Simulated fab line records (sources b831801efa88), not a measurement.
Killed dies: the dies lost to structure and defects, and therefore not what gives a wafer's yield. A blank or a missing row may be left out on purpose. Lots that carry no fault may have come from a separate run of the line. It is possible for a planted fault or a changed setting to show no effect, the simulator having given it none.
A struck lot beside a sound one || flow gf180mcu || 43 steps out of a route of 602
Sound: these wafers, L267.1, L267.2, L267.5. Struck: wafers L278.1, L278.3, L278.5. The cause is given at the end.
For every step that has rows: the tool of each side, followed by ch and its chambers, followed by its first start. Under that, the readings that differ: sound wafers || struck wafers || difference of the means || sigmas: that difference in standard deviations of wafers without a fault.
alike: readings with means less than 2 such deviations apart, plus words and numbers identical on both sides. not compared: withheld readings, readings lacking a value on some wafer, bounds such as >300 that could conceal the same value, and numbers that have no deviation in the record and whose values overlap.
The two part at a step that has a row with sigmas, a row that says differs or no value, or rows on one side only. Numbers that don't overlap but have no deviation are shown without sigmas and don't part them. Lack of a reading on every wafer of one side parts them only where that side has two or more wafers.

first, 1 step without rows for these wafers: GF_VT_IMPLANT_IMPLANT_41.
GF_VT_IMPLANT_STRIP_42: strips in O2/N2.
  sound on plasmaAsher-03 ch 0,1, day 8 17:25; struck on plasmaAsher-03 ch 0,1, day 11 16:46
  alike: drypumpMotorCurrentA, heaterPowerW, oesProductAu, stripTimeToEndpointS
  not compared: rfHoursCounterH
GF_VT_IMPLANT_TW_MEAS_43:
  sound on filmMetro-03 at day 8 17:31; struck on filmMetro-01 at day 11 16:52
  alike: VT_IMPLANT_4_TW
then, 1 step without rows for these wafers: GF_VT_IMPLANT_CLEAN_44 (cleans in SC1/SC2, time 150 s).
GF_VT_IMPLANT_RTA_45: time 30 s.
  sound on rtpAnneal-02 ch 0, day 8 17:37; struck on rtpAnneal-02 ch 0, day 11 16:58
  alike: lampPowerPct, wafer_temp_C_max
GF_VT_IMPLANT_RS_MEAS_46: a four-point-probe measurement.
  sound on filmMetro-01 at day 8 17:43; struck on filmMetro-03 at day 11 17:04
  alike: MVSD_RS
GF_VT_IMPLANT_RS_MEAS_47: a four-point-probe measurement.
  sound on filmMetro-01 at day 8 17:50; struck on filmMetro-03 at day 11 17:11
  alike: NWELL_RS
GF_VT_IMPLANT_RS_MEAS_48: a four-point-probe measurement.
  sound on filmMetro-01 at day 8 17:58; struck on filmMetro-03 at day 11 17:19
{"reading": "LVPWELL_RS (ohm/sq)", "sound": "1193.8 1191.7 1190.0", "struck": "1199.8 1199.1 1199.4", "difference": "+7.6", "sigmas": "+3"}
GF_VT_IMPLANT_RS_MEAS_49: a four-point-probe measurement.
  sound on filmMetro-01 at day 8 18:05; struck on filmMetro-03 at day 11 17:26
  alike: MVPSD_RS
then, 3 steps without rows for these wafers: GF_VT_IMPLANT_WET_ETCH_50 (etches SiO2 in dHF, target depth 20 nm, time 400 s); GF_DUAL_GATE_CLEAN_00 (cleans in SC1/SC2, time 150 s); GF_DUAL_GATE_CLEAN_01 (cleans in dHF, time 20 s).
GF_DUAL_GATE_OXIDATION_02: stabilise 600 s, purge 300 s, target thk 10.887 nm.
  sound on furnace-02 ch 0, day 8 19:19; struck on furnace-01 ch 0, day 11 18:19
  alike: oxTempCMax, zonePowerUpperPct
GF_DUAL_GATE_THK_MEAS_03:
  sound on filmMetro-04 at day 8 20:45; struck on filmMetro-02 at day 11 19:46
  alike: DUAL_GATE_OXIDATION_00_THK
then, 7 steps without rows for these wafers: GF_DUAL_GATE_DEHYDRATE_04 (time 60 s); GF_DUAL_GATE_HMDS_05 (prime time 60 s); GF_DUAL_GATE_COAT_06 (resist thk 1000 nm); GF_DUAL_GATE_SOFTBAKE_07 (time 60 s); GF_DUAL_GATE_EXPOSE_08 (exposes mask Dualgate, target cd 700 nm); GF_DUAL_GATE_PEB_09; GF_DUAL_GATE_DEVELOP_10 (develop time 60 s).
GF_DUAL_GATE_OVL_MEAS_11:
  sound on overlay-01 at day 9 12:35; struck on overlay-02 at day 12 14:44
  alike: DUAL_GATE_OVL
then, 1 step without rows for these wafers: GF_DUAL_GATE_WET_ETCH_12 (etches SiO2 in dHF, target depth 13 nm, time 260 s).
GF_DUAL_GATE_STRIP_13: strips in O2/N2.
  sound on plasmaAsher-03 ch 0,1, day 9 12:41; struck on plasmaAsher-04 ch 1, day 12 14:56
  alike: drypumpMotorCurrentA, heaterPowerW, oesProductAu, stripTimeToEndpointS
  not compared: rfHoursCounterH
then, 3 steps without rows for these wafers: GF_DUAL_GATE_CLEAN_14 (cleans in SC1/SC2, time 150 s); GF_DUAL_GATE_OXIDATION_15 (stabilise 600 s, purge 300 s, target thk 7.098 nm); GF_POLY_GATE_CVD_00 (deposits poly-Si, target thk 200 nm, time 1200 s).
GF_POLY_GATE_THK_MEAS_01:
  sound on filmMetro-04 at day 9 17:11; struck on filmMetro-04 at day 12 18:49
  alike: POLY_GATE_CVD_00_THK
then, 8 steps without rows for these wafers: GF_POLY_GATE_DEHYDRATE_02 (time 60 s); GF_POLY_GATE_HMDS_03 (prime time 60 s); GF_POLY_GATE_COAT_04; GF_POLY_GATE_COAT_05 (resist thk 700 nm); GF_POLY_GATE_SOFTBAKE_06 (time 60 s); GF_POLY_GATE_EXPOSE_07 (exposes mask Poly2, target cd 280 nm); GF_POLY_GATE_PEB_08 (peb time 90 s); GF_POLY_GATE_DEVELOP_09 (develop time 60 s).
GF_POLY_GATE_CD_MEAS_10: target cd 280 nm.
  sound on cdSem-01 at day 10 10:47; struck on cdSem-02 at day 13 14:17
  alike: cdNm
GF_POLY_GATE_OVL_MEAS_11:
  sound on overlay-02 at day 10 10:55; struck on overlay-01 at day 13 14:25
  alike: POLY_GATE_OVL
then, 1 step without rows for these wafers: GF_POLY_GATE_ETCH_12 (etches BARC in N2/H2).
GF_POLY_GATE_ETCH_13: etches poly-Si in HBr/Cl2, stops on SiO2, target depth 198.5 nm, time 69.6 s.
  sound on rieSi-02 ch 1,2,3, day 10 11:00; struck on rieSi-01 ch 1,3, day 13 14:29
  alike: drypumpMotorCurrentA, oesProductAu, throttleValvePct
  not compared: rfHoursCounterH
GF_POLY_GATE_STRIP_14: strips in O2/N2.
  sound on plasmaAsher-03 ch 0,1, day 10 11:03; struck on plasmaAsher-03 ch 0,1, day 13 14:33
  alike: drypumpMotorCurrentA, heaterPowerW, oesProductAu
  not compared: rfHoursCounterH
then, 1 step without rows for these wafers: GF_POLY_GATE_CLEAN_15 (cleans in SC1/SC2, time 150 s).
-- the record jumps here: 19 days lie between the struck wafers' starts before and after (it left off in module POLY_GATE and takes up again in module PASSIVATION, whose first step shown is number 602 of the route) --
GF_PASSIVATION_PROBE_99:
  only the struck wafers here have rows in the record (prober-01, day 32 23:56); the sound ones have none

## WHERE THEY PART
At GF_VT_IMPLANT_RS_MEAS_48 first; at GF_PASSIVATION_PROBE_99 last (within this record only).

WHY: what had been put in by the simulator
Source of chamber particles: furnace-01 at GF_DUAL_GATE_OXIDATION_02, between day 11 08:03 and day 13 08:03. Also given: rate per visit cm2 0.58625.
